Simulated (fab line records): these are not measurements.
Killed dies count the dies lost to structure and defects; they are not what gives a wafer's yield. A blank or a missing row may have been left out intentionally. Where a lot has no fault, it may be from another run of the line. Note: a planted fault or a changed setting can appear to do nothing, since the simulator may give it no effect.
Shared-tool check + flow gf180mcu + Lots sampled 11, wafers sampled 33

## WHY IT WAS OPENED
GF_NWELL_TW_MEAS_11, reading NWELL_TW: flagged on 1 of 11 lots. No-fault wafers: 1578, standard deviation 6.9.
Rule: a lot gets a flag if all its wafers with a number sit over 4 standard deviations from that mean, or if no wafer of it has a number. All remaining lots are regarded as sound.

| lot  | measured    | on            | NWELL_TW, wafer by wafer | flag    |
|------|-------------|---------------|--------------------------|---------|
| L635 | day 3 14:05 | film metro-03 | 1579 1585 1582           |         |
| L636 | day 3 18:04 | film metro-02 | 1573 1580 1567           |         |
| L637 | day 3 23:32 | film metro-03 | 1580 1585 1583           |         |
| L640 | day 4 16:29 | film metro-03 | 1571 1578 1577           |         |
| L641 | day 4 22:25 | film metro-03 | 1574 1570 1578           |         |
| L643 | day 5 09:14 | film metro-02 | 1570 1577 1581           |         |
| L648 | day 6 11:56 | film metro-04 | 30 30 30                 | FLAGGED |
| L653 | day 7 16:35 | film metro-02 | 1571 1584 1568           |         |
| L654 | day 7 21:46 | film metro-04 | 1590 1586 1595           |         |
| L655 | day 8 06:25 | film metro-03 | 1569 1575 1573           |         |
| L656 | day 8 09:46 | film metro-02 | 1584 1582 1582           |         |
Averaged over the flagged lots the numbers come to 30, -1548 from the usual (-99 or more standard deviations).

## TOOL THAT RAN EACH LOT
The record holds 2 process steps before the reading, out of a route of 602 steps. Each cell gives the tool, then ch followed by the chambers the sampled wafers passed through, then the start.
| lot  | flag    | GF_STI_STRIP_15                     | GF_NWELL_EXPOSE_04                 |
|------|---------|-------------------------------------|------------------------------------|
| L635 |         | plasma asher-04 ch 0,1, day 2 08:17 | iline stepper-02 ch 0, day 3 07:44 |
| L636 |         | plasma asher-01 ch 0, day 2 11:14   | iline stepper-02 ch 0, day 3 12:04 |
| L637 |         | plasma asher-02 ch 0,1, day 2 16:15 | iline stepper-02 ch 0, day 3 16:55 |
| L640 |         | plasma asher-02 ch 0,1, day 3 08:42 | iline stepper-01 ch 0, day 4 08:50 |
| L641 |         | plasma asher-01 ch 0,1, day 3 14:02 | iline stepper-02 ch 0, day 4 15:35 |
| L643 |         | plasma asher-04 ch 0,1, day 4 00:54 | iline stepper-02 ch 0, day 5 01:27 |
| L648 | FLAGGED | plasma asher-01 ch 0,1, day 5 02:30 | iline stepper-02 ch 0, day 6 03:47 |
| L653 |         | plasma asher-02 ch 0,1, day 6 04:02 | iline stepper-02 ch 0, day 7 08:14 |
| L654 |         | plasma asher-04 ch 0,1, day 6 08:46 | iline stepper-01 ch 0, day 7 13:20 |
| L655 |         | plasma asher-01 ch 0,1, day 6 14:08 | iline stepper-01 ch 0, day 7 21:44 |
| L656 |         | plasma asher-01 ch 0,1, day 6 18:54 | iline stepper-01 ch 0, day 8 01:35 |
What the steps here do:
- GF_STI_STRIP_15: strips in O2/N2.
- GF_NWELL_EXPOSE_04: exposes mask Nwell, target cd 860 nm.
- GF_NWELL_TW_MEAS_11

## FLAGGED AGAINST TOTAL, ONE TOOL AT A TIME (gauges that did the reading follow at the end)
| step                | tool             | lots run | flagged | share of the flagged lots | sound lots run after its first flagged lot |
|---------------------|------------------|----------|---------|---------------------------|--------------------------------------------|
| GF_STI_STRIP_15     | plasma asher-01  | 5        | 1       | all                       | 2 (L655,L656)                              |
| GF_STI_STRIP_15     | plasma asher-02  | 3        | 0       | none                      | -                                          |
| GF_STI_STRIP_15     | plasma asher-04  | 3        | 0       | none                      | -                                          |
| GF_NWELL_EXPOSE_04  | iline stepper-01 | 4        | 0       | none                      | -                                          |
| GF_NWELL_EXPOSE_04  | iline stepper-02 | 7        | 1       | all                       | 1 (L653)                                   |
| GF_NWELL_TW_MEAS_11 | film metro-02    | 4        | 0       | none                      | -                                          |
| GF_NWELL_TW_MEAS_11 | film metro-03    | 5        | 0       | none                      | -                                          |
| GF_NWELL_TW_MEAS_11 | film metro-04    | 2        | 1       | all                       | 1 (L654)                                   |

## WHAT THE TABLE PERMITS
In the table, 3 rows ran each flagged lot (plasma asher-01 at GF_STI_STRIP_15; iline stepper-02 at GF_NWELL_EXPOSE_04; film metro-04 at GF_NWELL_TW_MEAS_11).
- plasma asher-01 at GF_STI_STRIP_15 ran 5 lots, 1 of them flagged. Sound lots ran on it after the first flagged one (L655, L656), which a lasting fault on the whole tool wouldn't allow.
- iline stepper-02 at GF_NWELL_EXPOSE_04 ran 7 lots, 1 of them flagged. Sound lots ran on it after the first flagged one (L653), which a lasting fault on the whole tool wouldn't allow.
- film metro-04 at GF_NWELL_TW_MEAS_11 ran 2 lots, 1 of them flagged. Sound lots ran on it after the first flagged one (L654), which a lasting fault on the whole tool wouldn't allow.
No row of the table ran every flagged lot and no sound lot after the first.

## WHAT WAS PUT IN BY THE SIMULATOR
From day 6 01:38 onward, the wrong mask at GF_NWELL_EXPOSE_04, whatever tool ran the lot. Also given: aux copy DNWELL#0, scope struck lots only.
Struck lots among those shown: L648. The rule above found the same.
